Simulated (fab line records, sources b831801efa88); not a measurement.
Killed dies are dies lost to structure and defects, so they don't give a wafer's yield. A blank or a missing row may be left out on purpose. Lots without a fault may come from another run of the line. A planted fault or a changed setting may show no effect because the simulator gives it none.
Which tool did it? | flow sky130 | 13 lots, 39 wafers sampled, at 3 steps of a route of 708

WHAT THE GAUGES READ, wafer by wafer
SKY_VT_ADJUST_NCORE_CD_MEAS_07: target cd 380 nm.
lot  | measured     | on        | cd_nm (nm)
L230 | day 8 10:10  | cd_sem-02 | 378.9 375.1 378.7
L231 | day 8 16:37  | cd_sem-02 | 380.0 382.1 383.1
L232 | day 9 05:56  | cd_sem-01 | 380.1 381.7 382.1
L233 | day 9 11:04  | cd_sem-01 | 384.7 382.0 381.6
L234 | day 9 17:20  | cd_sem-01 | 376.9 378.0 376.2
L235 | day 9 22:55  | cd_sem-02 | 376.7 377.9 376.4
L237 | day 10 19:27 | cd_sem-02 | 381.7 385.5 382.9
L238 | day 10 23:48 | cd_sem-02 | 381.5 380.4 382.5
L239 | day 11 09:16 | cd_sem-01 | 378.8 379.2 379.8
L246 | day 13 09:52 | cd_sem-01 | 379.4 379.1 381.0
L247 | day 13 13:04 | cd_sem-02 | 379.3 379.0 378.8
L250 | day 14 11:43 | cd_sem-02 | 382.1 380.1 381.8
L251 | day 14 17:25 | cd_sem-01 | 379.1 379.5 378.5

SKY_VT_ADJUST_NCORE_OVL_MEAS_08.
lot  | measured     | on         | VT_ADJUST_NCORE_OVL (nm)
L230 | day 8 10:17  | overlay-02 | -0.6 -0.9 -0.6
L231 | day 8 16:44  | overlay-01 | 1.3 1.1 2.7
L232 | day 9 06:02  | overlay-01 | 0.2 0.3 -0.2
L233 | day 9 11:11  | overlay-02 | 1.4 1.3 0.6
L234 | day 9 17:26  | overlay-02 | 0.5 -1.5 -0.1
L235 | day 9 23:02  | overlay-01 | 2.3 2.1 0.0
L237 | day 10 19:34 | overlay-02 | -1.0 -0.2 -1.1
L238 | day 10 23:53 | overlay-02 | 1.4 2.2 1.2
L239 | day 11 09:23 | overlay-01 | -0.5 -1.6 -2.7
L246 | day 13 09:59 | overlay-01 | 0.8 1.3 2.5
L247 | day 13 13:11 | overlay-02 | 2.0 0.5 0.4
L250 | day 14 11:50 | overlay-01 | 2.1 -0.5 2.0
L251 | day 14 17:32 | overlay-02 | -0.4 0.8 -0.7

WHICH TOOL RAN EACH LOT (tool, then ch and the chambers of the sampled wafers, then the start)
lot  | SKY_NWELL_RTA_28
L230 | rtp_anneal-02 ch 0, day 5 04:25
L231 | rtp_anneal-01 ch 0, day 5 09:36
L232 | rtp_anneal-01 ch 0, day 5 20:08
L233 | rtp_anneal-02 ch 0, day 6 02:22
L234 | rtp_anneal-01 ch 0, day 6 07:46
L235 | rtp_anneal-02 ch 0, day 6 12:09
L237 | rtp_anneal-02 ch 0, day 7 05:22
L238 | rtp_anneal-01 ch 0, day 7 09:17
L239 | rtp_anneal-02 ch 0, day 7 16:22
L246 | rtp_anneal-01 ch 0, day 9 10:20
L247 | rtp_anneal-02 ch 0, day 9 13:00
L250 | rtp_anneal-02 ch 0, day 10 08:03
L251 | rtp_anneal-01 ch 0, day 10 13:23
- SKY_NWELL_RTA_28: time 30 s.

WHAT THE TOOLS THEMSELVES READ (means of the sampled wafers that have a number; where no wafer has one, the mark that the record gives instead)
SKY_NWELL_RTA_28.
lot  | tool          | chamber_o2_ppm | lamp_power_pct (%) | wafer_temp_C_max
L230 | rtp_anneal-02 | 2.011          | 25.33              | 1054.4
L231 | rtp_anneal-01 | 1.965          | 25.32              | 1054.9
L232 | rtp_anneal-01 | 1.975          | 25.34              | 1055.1
L233 | rtp_anneal-02 | 2.009          | 25.33              | 1056.4
L234 | rtp_anneal-01 | 1.980          | 25.28              | 1055.5
L235 | rtp_anneal-02 | 1.988          | 25.33              | 1055.7
L237 | rtp_anneal-02 | 2.021          | 25.30              | 1056.0
L238 | rtp_anneal-01 | 1.976          | 25.31              | 1054.8
L239 | rtp_anneal-02 | 1.996          | 25.28              | 1054.7
L246 | rtp_anneal-01 | 2.001          | 25.29              | 1054.9
L247 | rtp_anneal-02 | 1.992          | 25.29              | 1054.6
L250 | rtp_anneal-02 | 2.007          | 25.26              | 1055.1
L251 | rtp_anneal-01 | 1.994          | 25.26              | 1054.9

THE ANSWER, worked out from the rows above alone
Rule: what is usual is taken from the lots themselves. Put in order of their means at a reading, lots are off if they are a third of the lots or fewer, leave a main group of 4 or more, and stand apart from it by a gap of 3 or more times the standard deviation of the main group's means; of several such gaps the widest counts. A main group whose means are all the same, to the digits that the tables above print for the reading, isn't used. A lot without any number at a reading at which 4 lots or more have one is off too. The other lots that the step has rows for count as sound. The gauges are gone through in route order, then the tools' own readings, and for those a lot's mean is taken as printed above. The first step at which some lot is off is used, and at that step the reading that is off furthest; a lot without a number counts as furthest.
No lot is off at any reading shown: from this, nothing can be told.

WHAT THE SIMULATOR HAD PUT IN
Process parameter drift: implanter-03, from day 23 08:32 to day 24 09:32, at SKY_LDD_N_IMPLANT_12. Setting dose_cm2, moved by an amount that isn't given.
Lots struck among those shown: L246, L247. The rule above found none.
